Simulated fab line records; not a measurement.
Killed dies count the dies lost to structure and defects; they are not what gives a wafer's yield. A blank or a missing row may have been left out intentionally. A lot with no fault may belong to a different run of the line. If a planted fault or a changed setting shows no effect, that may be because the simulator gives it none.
What tool caused it? | flow gf180mcu | 24 lots with 72 wafers sampled at 4 steps, on a route of 602 steps

## WHAT THE GAUGES READ, wafer by wafer
GF_V2_CD_MEAS_14: target cd 260 nm.
lot  | measured     | on        | cd nm (nm)
L074 | day 19 17:40 | cd sem-01 | 261.6 260.5 261.2
L075 | day 21 03:00 | cd sem-02 | 260.4 260.8 260.7
L076 | day 21 18:29 | cd sem-02 | 260.7 262.4 260.4
L077 | day 21 20:08 | cd sem-02 | 259.0 260.0 259.2
L078 | day 22 11:49 | cd sem-02 | 260.3 261.5 261.3
L079 | day 22 22:56 | cd sem-02 | 260.9 261.3 260.7
L081 | day 23 05:07 | cd sem-01 | 260.2 260.5 259.5
L080 | day 23 05:31 | cd sem-01 | 259.6 260.9 260.7
L082 | day 23 16:49 | cd sem-01 | 260.6 260.7 260.0
L083 | day 23 20:16 | cd sem-01 | 260.5 260.1 259.6
L084 | day 24 13:40 | cd sem-02 | 261.0 260.9 260.7
L085 | day 24 22:37 | cd sem-02 | 258.8 257.6 259.5
L087 | day 25 00:17 | cd sem-01 | 261.1 261.4 260.8
L086 | day 25 03:29 | cd sem-01 | 259.6 261.1 261.3
L088 | day 25 19:12 | cd sem-01 | 261.2 260.7 259.4
L089 | day 26 04:52 | cd sem-02 | 259.1 261.2 259.1
L090 | day 26 05:01 | cd sem-01 | 260.9 260.9 260.2
L091 | day 26 07:55 | cd sem-01 | 260.5 259.3 260.3
L092 | day 27 00:50 | cd sem-01 | 259.2 258.7 259.4
L093 | day 27 01:07 | cd sem-02 | 259.9 260.5 261.4
L094 | day 27 05:50 | cd sem-02 | 259.0 259.1 259.7
L095 | day 27 16:08 | cd sem-01 | 259.8 259.9 260.6
L096 | day 27 18:20 | cd sem-01 | 259.8 259.3 259.3
L097 | day 27 23:44 | cd sem-02 | 259.0 259.8 260.3

GF_M4_CD_MEAS_14: target cd 280 nm.
lot  | measured     | on        | cd nm (nm)
L074 | day 22 22:35 | cd sem-01 | 280.1 279.6 280.2
L075 | day 24 04:36 | cd sem-01 | 280.0 280.5 279.2
L076 | day 24 19:53 | cd sem-02 | 281.6 281.4 280.9
L077 | day 24 20:50 | cd sem-02 | 280.7 279.8 280.3
L078 | day 25 11:04 | cd sem-02 | 282.2 281.2 281.5
L079 | day 25 21:37 | cd sem-01 | 278.9 280.1 279.6
L081 | day 26 03:28 | cd sem-01 | 278.8 278.2 279.3
L080 | day 26 04:08 | cd sem-01 | 282.3 282.3 282.5
L082 | day 26 14:07 | cd sem-02 | 278.5 279.1 278.0
L083 | day 26 16:31 | cd sem-02 | 279.8 279.2 280.8
L084 | day 27 09:46 | cd sem-02 | 279.9 279.1 280.3
L085 | day 27 17:05 | cd sem-02 | 280.0 280.3 281.5
L087 | day 27 21:59 | cd sem-01 | 278.4 278.7 278.7
L086 | day 27 22:41 | cd sem-02 | 280.5 281.3 279.8
L088 | day 28 12:56 | cd sem-01 | 277.5 277.8 278.6
L089 | day 28 21:10 | cd sem-02 | 278.3 279.8 279.1
L090 | day 28 22:17 | cd sem-01 | 281.6 281.8 282.3
L091 | day 29 00:07 | cd sem-02 | 278.9 281.5 279.2
L092 | day 29 14:32 | cd sem-01 | 282.2 280.6 281.5
L093 | day 29 15:58 | cd sem-01 | 279.5 279.7 280.1
L094 | day 29 21:25 | cd sem-01 | 281.0 280.3 280.6
L095 | day 30 05:57 | cd sem-02 | 281.7 280.8 280.9
L096 | day 30 09:08 | cd sem-01 | 277.8 279.5 279.0
L097 | day 30 14:11 | cd sem-02 | 280.1 279.0 279.3

## WHAT TOOL EACH LOT RAN ON (gives the tool, then ch and the chambers of the sampled wafers, and finally the start)
lot  | GF_CONTACT_CMP_04             | GF_M4_SPUTTER_01
L074 | cmp-01 ch 0,3, day 14 15:38   | pvd sputter-03, day 21 22:35
L075 | cmp-01 ch 0,1,2, day 15 20:55 | pvd sputter-03, day 23 06:34
L076 | cmp-01 ch 0,1,3, day 16 11:49 | pvd sputter-03, day 23 22:17
L077 | cmp-01 ch 1,2, day 16 14:10   | pvd sputter-01, day 23 23:15
L078 | cmp-02 ch 1,2,3, day 17 04:01 | pvd sputter-01, day 24 13:24
L079 | cmp-01 ch 0,1,2, day 17 16:03 | pvd sputter-03, day 25 00:16
L081 | cmp-01 ch 0,1, day 17 21:54   | pvd sputter-03, day 25 06:41
L080 | cmp-01 ch 0,1,2, day 17 23:06 | pvd sputter-01, day 25 07:01
L082 | cmp-01 ch 1,2,3, day 18 11:44 | pvd sputter-01, day 25 17:39
L083 | cmp-02 ch 1,2,3, day 18 14:41 | pvd sputter-03, day 25 19:25
L084 | cmp-01 ch 0,1,3, day 19 08:46 | pvd sputter-04, day 26 13:00
L085 | cmp-02 ch 1,2,3, day 19 17:53 | pvd sputter-04, day 26 21:35
L087 | cmp-02 ch 0,1, day 19 21:29   | pvd sputter-04, day 27 02:10
L086 | cmp-01 ch 0,2,3, day 20 01:02 | pvd sputter-04, day 27 03:00
L088 | cmp-02 ch 0,2, day 20 19:05   | pvd sputter-03, day 27 17:23
L089 | cmp-02 ch 0,1,2, day 21 02:40 | pvd sputter-01, day 28 02:05
L090 | cmp-02 ch 0,1,2, day 21 04:37 | pvd sputter-04, day 28 02:47
L091 | cmp-01 ch 1,2,3, day 21 11:26 | pvd sputter-01, day 28 04:41
L092 | cmp-02 ch 1,2,3, day 22 00:20 | pvd sputter-04, day 28 19:50
L093 | cmp-01 ch 0,1,3, day 22 03:11 | pvd sputter-04, day 28 20:47
L094 | cmp-02 ch 1,2,3, day 22 11:38 | pvd sputter-04, day 29 02:00
L095 | cmp-02 ch 1,3, day 22 23:14   | pvd sputter-01, day 29 11:11
L096 | cmp-01 ch 0,1, day 23 00:29   | pvd sputter-04, day 29 13:45
L097 | cmp-01 ch 0,1,2, day 23 07:05 | pvd sputter-01, day 29 19:23
- GF_CONTACT_CMP_04: polishes SiO2.
- GF_M4_SPUTTER_01: material TiN, target thk 30 nm, time 25 s.

## AS READ BY THE TOOLS THEMSELVES (means over the sampled wafers that have a number; for cases with no such wafer, the mark the record gives instead)
GF_CONTACT_CMP_04.
lot  | tool   | edge zone pressure frac | motor current A (A) | time to endpoint s (s)
L074 | cmp-01 | 1.004                   | 12.1                | 111
L075 | cmp-01 | 0.996                   | 10.8                | 106
L076 | cmp-01 | 0.997                   | 11.9                | 111
L077 | cmp-01 | 1.007                   | 10.7                | 111
L078 | cmp-02 | 1.002                   | 12.1                | 117
L079 | cmp-01 | 1.000                   | 10.8                | 119
L081 | cmp-01 | 1.002                   | 11.4                | 120
L080 | cmp-01 | 1.003                   | 10.9                | 114
L082 | cmp-01 | 1.000                   | 11.6                | 117
L083 | cmp-02 | 0.997                   | 12.3                | 122
L084 | cmp-01 | 1.000                   | 11.6                | 123
L085 | cmp-02 | 0.995                   | 12.3                | 121
L087 | cmp-02 | 0.996                   | 12.3                | 113
L086 | cmp-01 | 1.000                   | 11.2                | 123
L088 | cmp-02 | 1.002                   | 12.0                | 116
L089 | cmp-02 | 1.001                   | 12.5                | 116
L090 | cmp-02 | 1.005                   | 12.4                | 106
L091 | cmp-01 | 1.001                   | 11.6                | 121
L092 | cmp-02 | 1.000                   | 12.4                | 114
L093 | cmp-01 | 1.001                   | 11.4                | 114
L094 | cmp-02 | 1.005                   | 12.0                | 107
L095 | cmp-02 | 0.999                   | 13.3                | 113
L096 | cmp-01 | 0.999                   | 11.2                | 118
L097 | cmp-01 | 0.998                   | 10.8                | 119

GF_M4_SPUTTER_01.
lot  | tool           | throttle valve pct (%)
L074 | pvd sputter-03 | 28.4
L075 | pvd sputter-03 | 29.3
L076 | pvd sputter-03 | 28.8
L077 | pvd sputter-01 | 29.5
L078 | pvd sputter-01 | 29.8
L079 | pvd sputter-03 | 29.2
L081 | pvd sputter-03 | 29.2
L080 | pvd sputter-01 | 29.8
L082 | pvd sputter-01 | 30.3
L083 | pvd sputter-03 | 29.3
L084 | pvd sputter-04 | 30.2
L085 | pvd sputter-04 | 30.6
L087 | pvd sputter-04 | 30.5
L086 | pvd sputter-04 | 29.4
L088 | pvd sputter-03 | 29.0
L089 | pvd sputter-01 | 29.2
L090 | pvd sputter-04 | 30.3
L091 | pvd sputter-01 | 29.6
L092 | pvd sputter-04 | 29.9
L093 | pvd sputter-04 | 30.3
L094 | pvd sputter-04 | 29.7
L095 | pvd sputter-01 | 29.8
L096 | pvd sputter-04 | 29.7
L097 | pvd sputter-01 | 29.3

## THE ANSWER, worked out from the rows above alone
Rule: usual is defined by the lots themselves. Put in order of their means at a reading, lots are off if they are a third of the lots or fewer, leave a main group of 4 or more, and stand apart from it by a gap of 3 or more times the standard deviation of the main group's means; of several such gaps the widest counts. A main group whose means are all the same, to the digits that the tables above print for the reading, isn't used. Also off: a lot with no number at a reading for which 4 or more lots have one. All remaining lots with rows at the step are treated as sound. First the gauges in route order, then the tools' own readings, where a lot's mean is used as printed above. At the first step where some lot is off, the reading lying furthest off is the one used; lots without a number count as furthest.
Across all readings shown, no lot is off: no conclusion can be drawn from this.

## WHAT WAS PUT IN BY THE SIMULATOR
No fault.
